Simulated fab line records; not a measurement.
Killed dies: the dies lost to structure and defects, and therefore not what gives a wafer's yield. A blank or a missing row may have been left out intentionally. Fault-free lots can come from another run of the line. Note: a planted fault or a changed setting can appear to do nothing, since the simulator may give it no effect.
fab line records ; flow sky130
record lots=5; wafers=15; last_day=50
route steps=708 shown LDD_HVN@270 LDD_HVP@278 PAD_OPEN@708
lots with no fault: from the same line, run without faults
start_h: start of the lot's first displayed wafer, in hours after the record's first day ; wait_h: hours elapsed since this lot's preceding step ; " the same as in the row above ; L1.1+2: one row covering several wafers at once ; - no value, or no start given ; * or withheld: withheld ; < > ~ a bound
route shown NAME@n: NAME is a module with steps in the file, n the number in the route of the first one ; usual: mean/standard deviation of fault-free wafers ; same: alike in all rows ; chamber/n: place in a boat ; sites: readings site by site ; _std_site: standard deviation of those values ; _edge_site: mean of outer sites minus mean of inner sites ; radius_mm: for every site, how far away it sits from the centre of the wafer ; mask NAME#n: copy n ; behind: the last tool/chamber to shape the wafer ; hold: the reason the lot was held/the length of the hold in hours/how it ended ; device: the n, p or np transistor that did not switch ; end of line: tests run on the same wafers once the route is complete ; a step with no rows: only its recipe ; killed: at the first sort, the dies lost to defects and structure; wafer yield is something else ; map: a wafer's dies, marking killed ones x, the rest . and places with no die _
set.NAME: setting as actually run; set.NAME@STEP: the setting as run at that earlier step ; model.NAME: the simulator's own value behind a step, which no gauge read
lots seen at some steps along the route; tables by step, rows by wafer
services: from which hour (start_h, from the record's first day; less than 0 if before it) a tool's chamber was out of use, for how many hours, and why
## steps
# step SKY_LDD_HVN_SOFTBAKE_03
# recipe temp_c=90; time_s=60; resist=NOVOLAK
# step SKY_LDD_HVN_EXPOSE_04
# recipe mask_id=HVNTM; na=0.6; source_shape=conventional; sigma_outer=0.6; polarization=unpolarized; target_cd_nm=700; dose_mj=127
# step SKY_LDD_HVN_PEB_05
# recipe temp_c=withheld; time_s=*; resist=NOVOLAK
# step SKY_LDD_HVN_DEVELOP_06
# recipe resist=NOVOLAK; developer=TMAH; develop_time_s=60; dev_temp_c=23
# step SKY_LDD_HVN_OVL_MEAS_07
# usual LDD_HVN_OVL=-0.5/1.4
lot.wafer;tool;chamber;start_h;wait_h;LDD_HVN_OVL[nm]
L174.3;overlay-02;-;529.89;0.1;-1.7
L174.4;overlay-02;-;529.89;0.1;-3.0
L174.6;overlay-02;-;529.89;0.1;-2.0
L179.1;overlay-02;-;588.28;0.1;-2.1
L179.3;overlay-02;-;588.28;0.1;0.3
L179.5;overlay-02;-;588.28;0.1;-2.0
L180.1;overlay-02;-;588.95;0.1;-1.4
L180.4;overlay-02;-;588.95;0.1;-2.1
L180.5;overlay-02;-;588.95;0.1;-0.8
L184.1;overlay-01;-;625.33;0.1;0.3
L184.3;overlay-01;-;625.33;0.1;-0.7
L184.6;overlay-01;-;625.33;0.1;0.7
L191.1;overlay-02;-;682.13;0.1;-1.9
L191.2;overlay-02;-;682.13;0.1;-1.7
L191.6;overlay-02;-;682.13;0.1;-2.7
# step SKY_LDD_HVN_IMPLANT_08
# recipe species=P; energy_kev=60; dose_cm2=3e+13; tilt_deg=40
# step SKY_LDD_HVN_STRIP_09
# recipe chemistry=O2/N2; power_w=1400; pressure_mtorr=1500; platen_temp_c=withheld; o2_flow_sccm=3000; n2_flow_sccm=300; overash_fraction=0.5
# usual drypump_motor_current_A=5.8/0.35; oes_product_au=0.408/0.0047; strip_time_to_endpoint_s=4.130/0.015
lot.wafer;tool;chamber;start_h;wait_h;drypump_motor_current_A;oes_product_au;rf_hours_counter_h;strip_time_to_endpoint_s
L174.3;plasma_asher-02;0;530.10;0.1;5.8;0.415;-;4.115
L174.4;plasma_asher-02;1;530.10;0.1;6.0;0.407;-;4.112
L174.6;plasma_asher-02;0;530.10;0.1;5.8;0.411;-;4.116
L179.1;plasma_asher-01;1;588.47;0.1;5.3;0.417;79;4.137
L179.3;plasma_asher-01;0;588.47;0.1;5.7;0.410;-;4.142
L179.5;plasma_asher-01;0;588.47;0.1;5.7;0.406;-;4.165
L180.1;plasma_asher-02;1;589.13;0.1;6.0;0.405;82;4.146
L180.4;plasma_asher-02;0;589.13;0.1;5.8;0.402;-;4.168
L180.5;plasma_asher-02;1;589.13;0.1;6.0;0.406;-;4.160
L184.1;plasma_asher-03;1;625.52;0.1;6.2;0.406;51;4.147
L184.3;plasma_asher-03;0;625.52;0.1;6.2;0.407;-;4.133
L184.6;plasma_asher-03;1;625.52;0.1;6.2;0.404;-;4.132
L191.1;plasma_asher-01;1;682.32;0.1;5.3;0.403;89;4.119
L191.2;plasma_asher-01;0;682.32;0.1;5.7;0.411;89;4.130
L191.6;plasma_asher-01;0;682.32;0.1;5.7;0.414;-;4.140
# step SKY_LDD_HVN_TW_MEAS_10
# usual LDD_HVN_TW=1431/12
lot.wafer;tool;chamber;start_h;wait_h;LDD_HVN_TW
L174.3;film_metro-04;-;530.19;0.1;1438
L174.4;film_metro-04;-;530.19;0.1;1436
L174.6;film_metro-04;-;530.19;0.1;1439
L179.1;film_metro-04;-;588.57;0.1;1441
L179.3;film_metro-04;-;588.57;0.1;1443
L179.5;film_metro-04;-;588.57;0.1;1440
L180.1;film_metro-02;-;589.23;0.1;1413
L180.4;film_metro-02;-;589.23;0.1;1410
L180.5;film_metro-02;-;589.23;0.1;1405
L184.1;film_metro-02;-;625.62;0.1;1424
L184.3;film_metro-02;-;625.62;0.1;1431
L184.6;film_metro-02;-;625.62;0.1;1427
L191.1;film_metro-02;-;682.42;0.1;1418
L191.2;film_metro-02;-;682.42;0.1;1413
L191.6;film_metro-02;-;682.42;0.1;1421
# step SKY_LDD_HVP_DEHYDRATE_00
# recipe temp_c=200; time_s=60
# step SKY_LDD_HVP_HMDS_01
# recipe prime_time_s=60; prime_temp_c=120
# step SKY_LDD_HVP_COAT_02
# recipe resist=NOVOLAK; spin_rpm=3000; resist_thk_nm=300
# step SKY_LDD_HVP_SOFTBAKE_03
# recipe temp_c=90; time_s=60; resist=NOVOLAK
# step SKY_LDD_HVP_EXPOSE_04
# recipe mask_id=HVPTM; na=0.6; source_shape=conventional; sigma_outer=0.6; polarization=unpolarized; target_cd_nm=700; dose_mj=86
lot.wafer;tool;chamber;start_h;wait_h;mask
L174.3+4+6;iline_stepper-01;0;545.80;-;HVPTM#0
L179.1+3+5;iline_stepper-02;0;603.17;-;HVPTM#0
L180.1+4+5;iline_stepper-01;0;604.37;-;HVPTM#0
L184.1+3+6;iline_stepper-02;0;640.58;-;LDNTM#0
L191.1+2+6;iline_stepper-02;0;696.90;-;HVPTM#0
# step SKY_LDD_HVP_PEB_05
# recipe temp_c=withheld; time_s=*; resist=NOVOLAK
# step SKY_LDD_HVP_DEVELOP_06
# recipe resist=NOVOLAK; developer=TMAH; develop_time_s=60; dev_temp_c=23
# step SKY_LDD_HVP_OVL_MEAS_07
# usual LDD_HVP_OVL=-0.5/1.2
lot.wafer;tool;chamber;start_h;wait_h;LDD_HVP_OVL[nm]
L174.3;overlay-02;-;559.75;0.1;-1.1
L174.4;overlay-02;-;559.75;0.1;-1.8
L174.6;overlay-02;-;559.75;0.1;-1.3
L179.1;overlay-02;-;617.30;0.1;0.6
L179.3;overlay-02;-;617.30;0.1;0.1
L179.5;overlay-02;-;617.30;0.1;1.5
L180.1;overlay-02;-;618.39;0.1;-0.4
L180.4;overlay-02;-;618.39;0.1;0.6
L180.5;overlay-02;-;618.39;0.1;0.0
L184.1;overlay-01;-;654.00;0.1;-
L184.3;overlay-01;-;654.00;0.1;-
L184.6;overlay-01;-;654.00;0.1;-
L191.1;overlay-02;-;710.09;0.1;0.8
L191.2;overlay-02;-;710.09;0.1;-2.7
L191.6;overlay-02;-;710.09;0.1;-2.5
# step SKY_LDD_HVP_IMPLANT_08
# recipe species=B; energy_kev=20; dose_cm2=1.7e+13; tilt_deg=17.9
# step SKY_LDD_HVP_STRIP_09
# recipe chemistry=O2/N2; power_w=1400; pressure_mtorr=1500; platen_temp_c=withheld; o2_flow_sccm=3000; n2_flow_sccm=300; overash_fraction=0.5
# usual drypump_motor_current_A=5.9/0.44; oes_product_au=0.409/0.0048; strip_time_to_endpoint_s=4.134/0.014
lot.wafer;tool;chamber;start_h;wait_h;drypump_motor_current_A;oes_product_au;rf_hours_counter_h;strip_time_to_endpoint_s
L174.3;plasma_asher-03;0;559.96;0.1;6.2;0.409;-;4.130
L174.4;plasma_asher-03;1;559.96;0.1;6.2;0.417;-;4.118
L174.6;plasma_asher-03;0;559.96;0.1;6.2;0.406;-;4.132
L179.1;plasma_asher-03;0;617.48;0.1;6.2;0.409;50;4.105
L179.3;plasma_asher-03;0;617.48;0.1;6.2;0.405;-;4.140
L179.5;plasma_asher-03;1;617.48;0.1;6.2;0.413;-;4.124
L180.1;plasma_asher-02;1;618.58;0.1;6.0;0.404;85;4.116
L180.4;plasma_asher-02;0;618.58;0.1;5.8;0.405;-;4.142
L180.5;plasma_asher-02;1;618.58;0.1;6.0;0.416;-;4.144
L184.1;plasma_asher-02;1;654.18;0.1;6.0;0.407;89;4.128
L184.3;plasma_asher-02;1;654.18;0.1;6.0;0.410;-;4.120
L184.6;plasma_asher-02;0;654.18;0.1;5.8;0.404;-;4.132
L191.1;plasma_asher-02;1;710.28;0.1;6.0;0.408;94;4.121
L191.2;plasma_asher-02;0;710.28;0.1;5.8;0.410;94;4.137
L191.6;plasma_asher-02;1;710.28;0.1;6.0;0.406;-;4.143
# step SKY_LDD_HVP_TW_MEAS_10
# usual LDD_HVP_TW=452/4.3
lot.wafer;tool;chamber;start_h;wait_h;hold;LDD_HVP_TW
L174.3;film_metro-02;-;560.05;0.1;-;448
L174.4;film_metro-02;-;560.05;0.1;-;449
L174.6;film_metro-02;-;560.05;0.1;-;449
L179.1;film_metro-02;-;617.58;0.1;-;449
L179.3;film_metro-02;-;617.58;0.1;-;449
L179.5;film_metro-02;-;617.58;0.1;-;448
L180.1;film_metro-02;-;618.68;0.1;-;447
L180.4;film_metro-02;-;618.68;0.1;-;446
L180.5;film_metro-02;-;618.68;0.1;-;448
L184.1;film_metro-02;-;654.28;0.1;await_dispo/0.2h/release;30
L184.3;film_metro-02;-;654.28;0.1;await_dispo/0.2h/release;30
L184.6;film_metro-02;-;654.28;0.1;await_dispo/0.2h/release;30
L184.1;film_metro-02;-;654.51;0.2;-;30
L184.3;film_metro-02;-;654.51;0.2;-;30
L184.6;film_metro-02;-;654.51;0.2;-;30
L191.1;film_metro-03;-;710.38;0.1;-;452
L191.2;film_metro-03;-;710.38;0.1;-;446
L191.6;film_metro-03;-;710.38;0.1;-;448
# step SKY_PAD_OPEN_PROBE_99
# usual defect_limited_yield=82.8/2; killed_at_M0_to_M3=43/7.8; killed_at_M4_up=3.2/1.9; killed_at_contacts=24/5; killed_at_front_end=14/4.5; killed_at_other=0.2/0.41; killed_dies=84/9.6; killed_open=47/6.9; killed_short=38/6; sort_bin_3_pad_short=0.8/0.43; sort_bin_5_function=10.1/1.4; sort_bin_6_memory=6.3/1.1; sort_n_pass=408/9.6; sort_yield_pct=82.8/2
# same gross_dies=492; killed_at_back_side=0; sort_bin_4_leakage[%]=0; sort_bin_8_speed[%]=0
lot.wafer;tool;chamber;start_h;wait_h;defect_limited_yield[%];killed_at_M0_to_M3;killed_at_M4_up;killed_at_contacts;killed_at_front_end;killed_at_other;killed_dies;killed_open;killed_short;sort_bin_3_pad_short[%];sort_bin_5_function[%];sort_bin_6_memory[%];sort_n_pass;sort_yield_pct[%]
L174.3;prober-02;-;1117.21;0.2;83.7;47;0;19;14;0;80;44;36;0.8;9.6;5.9;412;83.7
L174.4;prober-02;-;1117.26;0.2;81.1;42;6;28;16;1;93;48;45;0.8;12.2;5.9;399;81.1
L174.6;prober-02;-;1117.36;0.2;86.0;31;3;22;13;0;69;39;30;0.6;10.0;3.5;423;86.0
L179.1;prober-01;-;1154.16;0.1;85.6;29;3;26;13;0;71;39;32;0.6;8.1;5.7;421;85.6
L179.3;prober-01;-;1154.26;0.2;82.1;37;6;23;22;0;88;50;38;0.4;10.4;7.1;404;82.1
L179.5;prober-01;-;1154.36;0.2;84.6;40;0;28;8;0;76;39;37;1.0;9.3;5.1;416;84.6
L191.1;prober-01;-;1207.56;0.1;83.1;48;4;20;11;0;83;52;31;0.4;12.2;4.3;409;83.1
L191.2;prober-01;-;1207.61;0.1;81.3;41;1;26;24;0;92;57;35;0.6;11.4;6.7;400;81.3
L191.6;prober-01;-;1207.81;0.2;80.9;52;6;24;12;0;94;53;41;0.6;12.6;5.9;398;80.9
# killed by level:class
L174.3 VIA1:geometric_particle:open=12 POLY_GATE:geometric_particle:open=8 METAL1:geometric_particle:short=6 VIA3:geometric_particle:open=6 LI_CONTACT:geometric_particle:open=5 LOCAL_INTERCONNECT:geometric_particle:short=5 VIA2:geometric_particle:open=5 METAL3:geometric_particle:short=5
L174.4 CONTACT:geometric_particle:open=14 VIA1:geometric_particle:open=8 METAL2:geometric_particle:short=6 VIA3:geometric_particle:open=6 CONTACT:geometric_particle:short=6 METAL3:geometric_particle:short=5 FIELD_ISO:geometric_particle:short=4 VIA1:geometric_particle:short=4
L174.6 VIA1:geometric_particle:open=9 LI_CONTACT:geometric_particle:open=7 FIELD_ISO:geometric_particle:short=5 FIELD_ISO:geometric_particle:open=4 CONTACT:geometric_particle:open=4 LOCAL_INTERCONNECT:geometric_particle:short=4 CONTACT:geometric_particle:short=4 METAL1:geometric_particle:short=4
L179.1 CONTACT:geometric_particle:open=9 LOCAL_INTERCONNECT:geometric_particle:short=6 FIELD_ISO:geometric_particle:short=5 LI_CONTACT:geometric_particle:open=5 METAL1:geometric_particle:short=5 VIA1:geometric_particle:open=5 VIA3:geometric_particle:open=5 CONTACT:geometric_particle:short=4
L179.3 VIA1:geometric_particle:open=12 POLY_GATE:geometric_particle:open=8 LI_CONTACT:geometric_particle:open=8 LOCAL_INTERCONNECT:geometric_particle:short=6 VIA3:geometric_particle:open=6 CONTACT:geometric_particle:short=5 METAL1:geometric_particle:short=5 VIA2:geometric_particle:open=4
L179.5 METAL1:geometric_particle:short=10 LI_CONTACT:geometric_particle:open=8 VIA1:geometric_particle:open=8 LOCAL_INTERCONNECT:geometric_particle:short=7 VIA1:geometric_particle:short=7 CONTACT:geometric_particle:open=6 FIELD_ISO:geometric_particle:open=5 METAL3:geometric_particle:short=4
L191.1 VIA1:geometric_particle:open=14 VIA3:geometric_particle:open=10 VIA1:geometric_particle:short=8 LI_CONTACT:geometric_particle:open=6 VIA2:geometric_particle:open=6 CONTACT:geometric_particle:open=5 LOCAL_INTERCONNECT:geometric_particle:short=4 CONTACT:geometric_particle:short=4
L191.2 POLY_GATE:geometric_particle:open=9 VIA1:geometric_particle:open=9 VIA2:geometric_particle:open=9 LI_CONTACT:geometric_particle:open=8 CONTACT:geometric_particle:open=7 FIELD_ISO:geometric_particle:open=6 LOCAL_INTERCONNECT:geometric_particle:short=5 CONTACT:geometric_particle:short=5
L191.6 VIA1:geometric_particle:open=11 METAL2:geometric_particle:short=11 LI_CONTACT:geometric_particle:open=10 CONTACT:geometric_particle:open=9 VIA2:geometric_particle:open=6 VIA3:geometric_particle:open=6 FIELD_ISO:geometric_particle:short=4 CONTACT:geometric_particle:short=4
## services
tool;chamber;start_h;hours;kind
iline_stepper-02;-;508.26;1.7;pm
plasma_asher-02;-;532.78;2.8;pm
plasma_asher-02;-;541.63;0.8;repair
plasma_asher-02;-;547.93;28.2;repair
iline_stepper-02;-;579.29;2.3;repair
iline_stepper-02;-;594.28;4.5;repair
iline_stepper-02;-;599.93;2.1;pm
iline_stepper-02;-;602.02;-;consumable_replace:lamp
iline_stepper-02;-;633.32;4.9;repair
plasma_asher-02;-;683.71;4.1;repair
iline_stepper-01;-;686.75;2.1;pm
iline_stepper-01;-;688.83;-;consumable_replace:lamp
plasma_asher-03;-;698.24;2.8;pm
## key
first_sign step=SKY_LDD_HVP_EXPOSE_04; reading=mask; direction=changed
effect step=SKY_LDD_HVP_OVL_MEAS_07; reading=LDD_HVP_OVL; direction=missing
effect step=SKY_LDD_HVP_TW_MEAS_10; reading=visit; direction=added
effect step=SKY_LDD_HVP_TW_MEAS_10; reading=LDD_HVP_TW; direction=down; sigmas=97; usual=452; struck=30
met_at SKY_LDD_HVP_EXPOSE_04
struck_wafers L184.1,L184.3,L184.6
scrapped_behind SKY_LDD_HVP_TW_MEAS_10 L184.1,L184.3,L184.6
onset_between 603.17 640.58
earlier_fault kind=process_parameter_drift; tool=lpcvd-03; chamber=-; onset_h=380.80; steps=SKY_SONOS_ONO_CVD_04; channel=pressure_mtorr; offset=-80; shape=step; end_h=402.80; stated=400
fault kind=wrong_mask; tool=any; chamber=-; onset_h=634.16; steps=SKY_LDD_HVP_EXPOSE_04; aux_copy=LDNTM#0; scope=struck_lots_only
